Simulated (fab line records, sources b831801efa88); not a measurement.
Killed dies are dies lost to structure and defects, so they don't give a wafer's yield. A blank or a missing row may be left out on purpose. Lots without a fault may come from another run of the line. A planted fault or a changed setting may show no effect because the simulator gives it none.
Problem report in the 8D (eight disciplines) form, filled by code | flow gf180mcu | the parts of the form that need people (team, actions taken, sign-off) are left out

1. THE PROBLEM
HV_LDD_4_TW at GF_HV_LDD_TW_MEAS_50 reads a mean of 502 on 6 wafers of 2 lots; wafers without a fault read 567 with a standard deviation of 8.7. That is -7.4 standard deviations from the usual mean.
First seen on wafer L121.2, day 16 10:16, on film_metro-03. The record holds 42 wafers of 14 lots with a number at this step. Rule for "out", or "out of limits": more than 4 standard deviations from the usual mean. The other wafers with a number count as sound.

2. WHAT IT IS AND WHAT IT IS NOT
question                    | is                     | is not
which readings at this step | HV_LDD_4_TW            | -
which lots                  | L121, L122             | L112, L123, L124, L125, L126, L127, L128, L129, L130, L131, L132, L133
which wafers of those lots  | all that have a number | -
read on which gauges        | film_metro-03          | film_metro-01, film_metro-02
when                        | from day 16 10:16      | up to then (3 sound wafers); but 33 sound wafers of L123, L124, L125, L126, L127, L128, L129, L130, L131, L132, L133 came after

3. SUSPECTS, AND WHAT RULES EACH OUT
Counting: a tool at a process step up to the reading stays a suspect if it ran every lot that is out and no sound lot after the first of them.
- the gauge at GF_HV_LDD_TW_MEAS_50: ruled out. All the wafers that are out were read on film_metro-03, but those of them that GF_HV_LDD_IMPLANT_48 has rows for are out there too, on other tools.
- implanter-01 at GF_HV_LDD_IMPLANT_48: ruled out as a lasting fault. Sound lots L131, L133 ran on it after its first lot that is out, L121 (day 16 10:02).
Left after counting: nothing in the record.

4. THE CAUSE (what the simulator had put in)
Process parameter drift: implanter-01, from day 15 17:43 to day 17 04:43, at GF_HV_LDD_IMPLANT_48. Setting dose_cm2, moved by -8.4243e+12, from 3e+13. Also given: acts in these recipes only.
Counting ruled it out, wrongly: the rule takes a fault to strike every lot that its tool runs from its start on, and this one did not.

5. THE CHAIN OF EFFECTS, in route order
Each row: a reading whose mean over the struck wafers that have a number lies more than 3 standard deviations from the usual. Only readings for which the record gives a usual standard deviation are gone through. hours: the time from each lot's start at the first step in this table that gives one to its start at this step, as a median over the lots. sigmas: the change in usual standard deviations.
hours | step                 | reading            | usual | on struck wafers | change | sigmas
0     | GF_HV_LDD_IMPLANT_48 | dose_ions_cm2      | 3e+13 | 2e+13            | -8e+12 | -99 or more
0     | GF_HV_LDD_IMPLANT_48 | faraday_current_uA | 169   | 120              | -49    | -14
0     | GF_HV_LDD_TW_MEAS_50 | HV_LDD_4_TW        | 567   | 502              | -65    | -7.4
The process steps in it:
- GF_HV_LDD_IMPLANT_48
Later measuring or inspecting steps at which every struck wafer that the step has a row for has a number for every such reading, and none has moved that far: GF_NSD_TW_MEAS_12.

6. WHAT WOULD HAVE CAUGHT IT SOONER
In this record the first reading out of limits at a measuring or inspecting step was taken at day 16 10:16, 17 hours after the fault began at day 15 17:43.
The tool's own readings at GF_HV_LDD_IMPLANT_48 were out on every struck wafer that the step has a row for (dose_ions_cm2, faraday_current_uA): an alarm limit on them would have fired on the first of those.
